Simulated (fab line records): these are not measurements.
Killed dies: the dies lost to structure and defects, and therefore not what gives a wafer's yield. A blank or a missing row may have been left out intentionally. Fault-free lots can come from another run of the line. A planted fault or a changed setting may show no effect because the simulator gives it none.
Which tool did it?	flow gf180mcu	36 wafers from 12 lots sampled at 6 of the route's 602 steps

WHAT THE GAUGES READ, wafer by wafer
GF_HV_LDD_TW_MEAS_38. Usual: HV_LDD_3_TW typically reads 1433, with standard deviation 11.
lot	measured	on	HV_LDD_3_TW	flag
L205	day 11 21:31	filmMetro-04	1446 1449 1446	
L209	day 12 23:25	filmMetro-04	1451 1446 1450	
L212	day 13 18:07	filmMetro-02	1422 1419 1418	
L215	day 14 20:58	filmMetro-01	1389 1400 1402	OFF
L216	day 15 07:16	filmMetro-01	1430 1427 1427	
L217	day 15 16:13	filmMetro-02	1377 1383 1381 1380 1380 1372	OFF
L219	day 16 18:40	filmMetro-04	1430 1443 1442	
L223	day 17 21:46	filmMetro-01	1441 1450 1440	
L224	day 18 03:34	filmMetro-02	1426 1414 1419	
L226	day 18 08:15	filmMetro-02	1414 1412 1416	
L227	day 19 01:31	filmMetro-02	1419 1419 1425	
L228	day 19 09:01	filmMetro-04	1436 1450 1440	

GF_HV_LDD_RS_MEAS_53: a four-point-probe measurement. Usual: HV_LDD_RS typically reads 418.1 ohm/sq, with standard deviation 0.93.
lot	measured	on	HV_LDD_RS (ohm/sq)	flag
L205	day 12 16:53	filmMetro-02	417.1 416.5 418.1	
L209	day 13 19:44	filmMetro-04	418.9 419.1 419.9	
L212	day 14 15:13	filmMetro-01	417.1 418.6 418.0	
L215	day 15 17:50	filmMetro-04	424.5 426.0 426.0 424.9 426.3 425.0	OFF
L216	day 16 05:05	filmMetro-04	418.4 417.3 418.6	
L217	day 16 14:20	filmMetro-02	425.9 424.9 424.4 426.3 425.5 424.7	OFF
L219	day 17 18:15	filmMetro-04	418.5 418.5 418.7	
L223	day 18 21:29	filmMetro-04	418.6 418.8 418.8	
L224	day 19 04:10	filmMetro-04	418.5 418.0 417.4	
L226	day 19 08:26	filmMetro-01	417.2 417.4 417.9	
L227	day 20 02:26	filmMetro-04	416.9 415.8 418.4	
L228	day 20 09:55	filmMetro-01	418.6 418.6 417.9	

GF_PSD_TW_MEAS_11. Usual: PSD_TW typically reads 3165, with standard deviation 21.
lot	measured	on	PSD_TW	flag
L205	day 14 13:39	filmMetro-03	3115 3147 3133	
L209	day 15 16:46	filmMetro-04	3183 3195 3200	
L212	day 16 14:30	filmMetro-04	3181 3179 3174	
L215	day 17 18:52	filmMetro-03	3156 3167 3148	
L216	day 18 06:04	filmMetro-04	3188 3182 3194	
L217	day 18 15:54	filmMetro-04	3181 3186 3179	
L219	day 19 22:16	filmMetro-03	3156 3151 3152	
L223	day 21 01:29	filmMetro-03	3163 3168 3159	
L224	day 21 08:25	filmMetro-04	3196 3179 3200	
L226	day 21 12:49	filmMetro-04	3180 3208 3206	
L227	day 22 04:06	filmMetro-03	3163 3166 3172	
L228	day 22 12:40	filmMetro-04	3194 3152 3176	

GF_M1_RS_MEAS_05: a four-point-probe measurement. Usual: M1_ALCU_RS typically reads 0.0695 ohm/sq, with standard deviation 0.00069.
lot	measured	on	M1_ALCU_RS (ohm/sq)	flag
L205	day 16 12:14	filmMetro-04	0.0697 0.0703 0.0700	
L209	day 17 17:47	filmMetro-03	0.0701 0.0697 0.0689	
L212	day 18 17:34	filmMetro-02	0.0682 0.0698 0.0690	
L215	day 19 22:55	filmMetro-04	0.0698 0.0698 0.0699	
L216	day 20 10:40	filmMetro-02	0.0688 0.0693 0.0699	
L217	day 20 18:59	filmMetro-03	0.0685 0.0685 0.0696	
L219	day 22 00:23	filmMetro-03	0.0687 0.0689 0.0689	
L223	day 23 03:13	filmMetro-04	0.0697 0.0690 0.0693	
L224	day 23 11:08	filmMetro-02	0.0712 0.0707 0.0714	
L226	day 23 14:38	filmMetro-02	0.0684 0.0690 0.0696	
L227	day 24 04:22	filmMetro-03	0.0698 0.0691 0.0696	
L228	day 24 13:20	filmMetro-02	0.0684 0.0702 0.0694	

WHICH TOOL RAN EACH LOT (tool, then ch and the chambers of the sampled wafers, then the start)
lot	GF_HV_LDD_IMPLANT_36	GF_SALICIDE_SPUTTER_03
L205	implanter-04 ch 0, day 11 21:16	pvdSputter-01, day 15 11:35
L209	implanter-04 ch 0, day 12 23:10	pvdSputter-03, day 16 16:20
L212	implanter-04 ch 0, day 13 17:52	pvdSputter-02, day 17 14:47
L215	implanter-03 ch 0, day 14 20:43	pvdSputter-02, day 18 19:37
L216	implanter-02 ch 0, day 15 07:01	pvdSputter-02, day 19 07:35
L217	implanter-03 ch 0, day 15 15:58	pvdSputter-03, day 19 16:44
L219	implanter-02 ch 0, day 16 18:26	pvdSputter-03, day 20 22:53
L223	implanter-02 ch 0, day 17 21:33	pvdSputter-02, day 22 01:25
L224	implanter-04 ch 0, day 18 03:20	pvdSputter-02, day 22 09:13
L226	implanter-04 ch 0, day 18 08:00	pvdSputter-02, day 22 13:05
L227	implanter-04 ch 0, day 19 01:16	pvdSputter-01, day 23 04:08
L228	implanter-03 ch 0, day 19 08:47	pvdSputter-03, day 23 12:41
- GF_HV_LDD_IMPLANT_36
- GF_SALICIDE_SPUTTER_03: material TiN, target thk 20 nm, time 16.7 s.

WHAT THE TOOLS THEMSELVES READ (means of the sampled wafers that have a number; where no wafer has one, the mark that the record gives instead)
GF_HV_LDD_IMPLANT_36. Usual: doseIonsCm2 7.501e+12, standard deviation 8.1e+09; faradayCurrentUA 42.4, standard deviation 0.79.
lot	tool	doseIonsCm2	faradayCurrentUA	flag
L205	implanter-04	7.515e+12	42.1	
L209	implanter-04	7.493e+12	42.1	
L212	implanter-04	7.497e+12	42.2	
L215	implanter-03	4.810e+12	27.3	OFF
L216	implanter-02	7.507e+12	41.6	
L217	implanter-03	4.801e+12	27.5	OFF
L219	implanter-02	7.496e+12	43.1	
L223	implanter-02	7.502e+12	42.1	
L224	implanter-04	7.495e+12	42.5	
L226	implanter-04	7.494e+12	41.8	
L227	implanter-04	7.505e+12	42.5	
L228	implanter-03	7.502e+12	42.7	

GF_SALICIDE_SPUTTER_03. Usual: 29.8 % for throttleValvePct, sd 1.2.
lot	tool	throttleValvePct (%)	flag
L205	pvdSputter-01	28.8	
L209	pvdSputter-03	29.1	
L212	pvdSputter-02	30.3	
L215	pvdSputter-02	30.2	
L216	pvdSputter-02	30.2	
L217	pvdSputter-03	29.4	
L219	pvdSputter-03	29.5	
L223	pvdSputter-02	28.8	
L224	pvdSputter-02	29.1	
L226	pvdSputter-02	29.7	
L227	pvdSputter-01	31.0	
L228	pvdSputter-03	29.3	

THE ANSWER, worked out from the rows above alone
Rule: take the mean of a lot's wafers that have a number; if it is more than 3 standard deviations from the usual mean, the lot is off. Also off: a lot with no number at a reading for which 4 or more lots have one. All remaining lots with rows at the step are treated as sound. The gauges are gone through in route order, then the tools' own readings, and for those a lot's mean is taken as printed above. At the first step where some lot is off, the reading lying furthest off is the one used; lots without a number count as furthest.
Off: L215, L217, at GF_HV_LDD_TW_MEAS_38 (HV_LDD_3_TW).
If a tool, at a process step before that reading, ran all the lots that are off and no sound lot after the first of them, it fits. Not tried: the gauges at GF_HV_LDD_TW_MEAS_38; whatever is off there is also off at GF_HV_LDD_IMPLANT_36, on other tools, and gauge error can't account for it. Of those tried, none fits.

WHAT HAD BEEN PUT IN BY THE SIMULATOR
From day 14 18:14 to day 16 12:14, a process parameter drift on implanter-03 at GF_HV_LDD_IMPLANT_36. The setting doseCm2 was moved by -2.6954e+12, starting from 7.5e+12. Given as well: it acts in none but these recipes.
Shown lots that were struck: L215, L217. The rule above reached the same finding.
